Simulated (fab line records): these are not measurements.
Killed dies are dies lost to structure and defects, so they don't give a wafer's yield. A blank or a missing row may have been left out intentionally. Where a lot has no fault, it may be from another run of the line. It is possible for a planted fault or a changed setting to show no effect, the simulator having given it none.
Which tool is to blame? ; flow gf180mcu ; Sampling: 14 lots, 42 wafers, 5 of 602 route steps

== WHAT EACH GAUGE READ, for each wafer ==
GF_V3_RS_MEAS_24: the measuring method here is four-point-probe. Usual: V3_W_RS 0.327 ohm/sq, standard deviation 0.0031.
lot;measured;on;V3_W_RS (ohm/sq);flag
L804;day 22 04:13;film_metro-01;0.324 0.322 0.325;
L805;day 22 18:54;film_metro-04;0.327 0.326 0.329;
L806;day 23 00:43;film_metro-02;0.327 0.325 0.327;
L807;day 23 09:00;film_metro-01;0.326 0.329 0.328;
L808;day 23 21:49;film_metro-02;0.325 0.328 0.323;
L810;day 24 20:56;film_metro-04;0.327 0.322 0.326;
L811;day 25 02:16;film_metro-04;0.330 0.331 0.331;
L812;day 25 03:22;film_metro-01;0.330 0.327 0.328;
L813;day 25 15:32;film_metro-04;0.329 0.330 0.329;
L816;day 26 12:43;film_metro-04;0.330 0.329 0.331;
L821;day 28 02:20;film_metro-01;0.325 0.323 0.322;
L823;day 28 16:50;film_metro-04;0.324 0.324 0.322;
L824;day 28 18:32;film_metro-04;0.324 0.321 0.324;
L827;day 30 00:31;film_metro-02;0.330 0.329 0.327;

== EACH LOT AND THE TOOL THAT RAN IT (in order: tool; ch and the chambers of the sampled wafers; start) ==
lot;GF_V2_ETCH_16;GF_M3_SPUTTER_03;GF_V3_CMP_04;GF_V3_ETCH_17
L804;rie_diel-03 ch 0,2,3, day 20 01:10;pvd_sputter-03, day 20 02:41;cmp-01 ch 2,3, day 21 03:26;rie_diel-02 ch 0,2,3, day 22 04:13 or earlier
L805;rie_diel-01 ch 0,2,3, day 20 15:42;pvd_sputter-03, day 20 17:13;cmp-01 ch 0,1,3, day 21 17:52;rie_diel-03 ch 0,1,3, day 22 18:54 or earlier
L806;rie_diel-01 ch 0,1,2, day 20 21:10;pvd_sputter-04, day 20 22:40;cmp-01 ch 0,1,3, day 21 23:55;rie_diel-01 ch 1,2,3, day 23 00:43 or earlier
L807;rie_diel-04 ch 0,1,2, day 21 06:34;pvd_sputter-02, day 21 08:25;cmp-01 ch 0,2,3, day 22 08:53;rie_diel-01 ch 0,1,3, day 23 09:00 or earlier
L808;rie_diel-03 ch 0,2,3, day 21 19:42;pvd_sputter-02, day 21 21:13;cmp-01 ch 0,1, day 22 21:41;rie_diel-02 ch 0,1, day 23 21:49 or earlier
L810;rie_diel-03 ch 1,2,3, day 22 19:52;pvd_sputter-03, day 22 21:30;cmp-01 ch 1,2,3, day 23 21:20;rie_diel-02 ch 1,2,3, day 24 20:56 or earlier
L811;rie_diel-01 ch 1,3, day 23 02:39;pvd_sputter-04, day 23 04:10;cmp-01 ch 1,2, day 24 03:07;rie_diel-02 ch 1,2,3, day 25 02:16 or earlier
L812;rie_diel-01 ch 0,2,3, day 23 04:46;pvd_sputter-02, day 23 06:18;cmp-01 ch 0,1,2, day 24 04:40;rie_diel-01 ch 0,2, day 25 03:22 or earlier
L813;rie_diel-03 ch 1,2,3, day 23 16:24;pvd_sputter-02, day 23 18:01;cmp-02 ch 0,2,3, day 24 16:43;rie_diel-03 ch 2,3, day 25 15:32 or earlier
L816;rie_diel-03 ch 1,3, day 24 15:13;pvd_sputter-02, day 24 16:43;cmp-01 ch 0,2, day 25 14:58;rie_diel-01 ch 1,2, day 26 12:43 or earlier
L821;rie_diel-03 ch 0,2,3, day 26 05:57;pvd_sputter-03, day 26 07:28;cmp-02 ch 0,3, day 27 04:37;rie_diel-03 ch 0,1,2, day 28 02:20 or earlier
L823;rie_diel-04 ch 1,2,3, day 26 19:31;pvd_sputter-02, day 26 21:55;cmp-02 ch 0,1, day 27 19:23;rie_diel-01 ch 1,2, day 28 16:50 or earlier
L824;rie_diel-03 ch 0,1,2, day 26 23:15;pvd_sputter-04, day 27 00:46;cmp-02 ch 1,3, day 27 21:43;rie_diel-03 ch 0,1,3, day 28 18:32 or earlier
L827;rie_diel-03 ch 0,3, day 28 06:21;pvd_sputter-03, day 28 07:52;cmp-02 ch 0,1, day 29 03:47;rie_diel-02 ch 0,1,2, day 30 00:31 or earlier
- GF_V2_ETCH_16: etches BARC in N2/H2.
- GF_M3_SPUTTER_03: material Ti, target thk 10 nm, time 6.7 s.
- GF_V3_CMP_04: polishes SiO2.
- GF_V3_ETCH_17: etches SiO2 in C4F8/O2/Ar, stops on TiN, target depth 635 nm.

== AS READ BY THE TOOLS THEMSELVES (means over the sampled wafers that have a number; for cases with no such wafer, the mark the record gives instead) ==
GF_V2_ETCH_16. Usual: drypump_motor_current_A 5.6 A, standard deviation 0.49; oes_product_au 0.854 a.u., standard deviation 0.0048; throttle_valve_pct 13.225 %, standard deviation 0.0095.
lot;tool;drypump_motor_current_A (A);oes_product_au (a.u.);throttle_valve_pct (%);flag
L804;rie_diel-03;5.5;0.850;13.216;
L805;rie_diel-01;5.5;0.855;13.225;
L806;rie_diel-01;5.7;0.858;13.231;
L807;rie_diel-04;5.7;0.851;13.219;
L808;rie_diel-03;5.5;0.859;13.220;
L810;rie_diel-03;5.4;0.849;13.220;
L811;rie_diel-01;6.0;0.857;13.223;
L812;rie_diel-01;5.4;0.849;13.229;
L813;rie_diel-03;5.4;0.858;13.232;
L816;rie_diel-03;5.1;0.854;13.223;
L821;rie_diel-03;5.5;0.852;13.229;
L823;rie_diel-04;6.0;0.857;13.220;
L824;rie_diel-03;5.8;0.855;13.234;
L827;rie_diel-03;5.1;0.850;13.222;

GF_M3_SPUTTER_03. Usual: chamber_pressure_pa 0.2999 Pa, standard deviation 0.00057; throttle_valve_pct 30.0 %, standard deviation 1.2.
lot;tool;chamber_pressure_pa (Pa);throttle_valve_pct (%);flag
L804;pvd_sputter-03;0.3000;30.4;
L805;pvd_sputter-03;0.2994;29.9;
L806;pvd_sputter-04;0.3004;29.7;
L807;pvd_sputter-02;0.2996;31.7;
L808;pvd_sputter-02;0.2998;29.2;
L810;pvd_sputter-03;0.2999;29.6;
L811;pvd_sputter-04;0.2995;29.4;
L812;pvd_sputter-02;0.2997;30.2;
L813;pvd_sputter-02;0.2995;31.5;
L816;pvd_sputter-02;0.2996;30.3;
L821;pvd_sputter-03;0.2995;29.4;
L823;pvd_sputter-02;0.3002;31.4;
L824;pvd_sputter-04;0.2998;29.4;
L827;pvd_sputter-03;0.2997;30.3;

GF_V3_CMP_04. Usual: motor_current_A 12.1 A, standard deviation 0.88; time_to_endpoint_s 78 s, standard deviation 6.2.
lot;tool;motor_current_A (A);time_to_endpoint_s (s);flag
L804;cmp-01;11.7;79;
L805;cmp-01;12.0;73;
L806;cmp-01;11.4;75;
L807;cmp-01;11.7;73;
L808;cmp-01;11.4;76;
L810;cmp-01;11.8;84;
L811;cmp-01;11.9;85;
L812;cmp-01;11.9;59;OFF
L813;cmp-02;12.6;72;
L816;cmp-01;11.8;39;OFF
L821;cmp-02;13.0;75;
L823;cmp-02;13.0;87;
L824;cmp-02;13.5;78;
L827;cmp-02;13.1;75;

GF_V3_ETCH_17. Usual: oes_product_au 0.856 a.u., standard deviation 0.0045.
lot;tool;oes_product_au (a.u.);flag
L804;rie_diel-02;0.857;
L805;rie_diel-03;0.853;
L806;rie_diel-01;0.858;
L807;rie_diel-01;0.855;
L808;rie_diel-02;0.854;
L810;rie_diel-02;0.861;
L811;rie_diel-02;0.855;
L812;rie_diel-01;0.902;OFF
L813;rie_diel-03;0.856;
L816;rie_diel-01;0.931;OFF
L821;rie_diel-03;0.856;
L823;rie_diel-01;0.855;
L824;rie_diel-03;0.857;
L827;rie_diel-02;0.856;

== THE ANSWER, worked out from the rows above alone ==
Rule: lot off if the mean of its wafers having a number is beyond 3 standard deviations from the usual mean. Also off: a lot with no number at a reading for which 4 or more lots have one. Where the step has rows for the other lots, those lots are counted as sound. After the gauges, taken in route order, come the tools' own readings; for these a lot's mean is taken, as printed above. At the first step where some lot is off, the reading lying furthest off is the one used; lots without a number count as furthest.
Off at GF_V3_CMP_04 (time_to_endpoint_s): L812, L816.
If a tool, at that step or one of the process steps before it, ran each lot that is off and ran no sound lot following the first of them, it fits. One fits: GF_V3_CMP_04 on cmp-01. A fault onset in the window from L811 (day 24 03:07, its last sound lot) to L812 (day 24 04:40, its first lot off) fits.
The tool's own readings at GF_V3_CMP_04 bear it out: on the lots that are off they differ by more than 5 times the standard deviation of the sound lots' means. time_to_endpoint_s reads 49 s there against 78 s on the sound lots.

== WHAT THE SIMULATOR PUT IN ==
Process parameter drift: cmp-01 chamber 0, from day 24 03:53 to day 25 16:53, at GF_V3_CMP_04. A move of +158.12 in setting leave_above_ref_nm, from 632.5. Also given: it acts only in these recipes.
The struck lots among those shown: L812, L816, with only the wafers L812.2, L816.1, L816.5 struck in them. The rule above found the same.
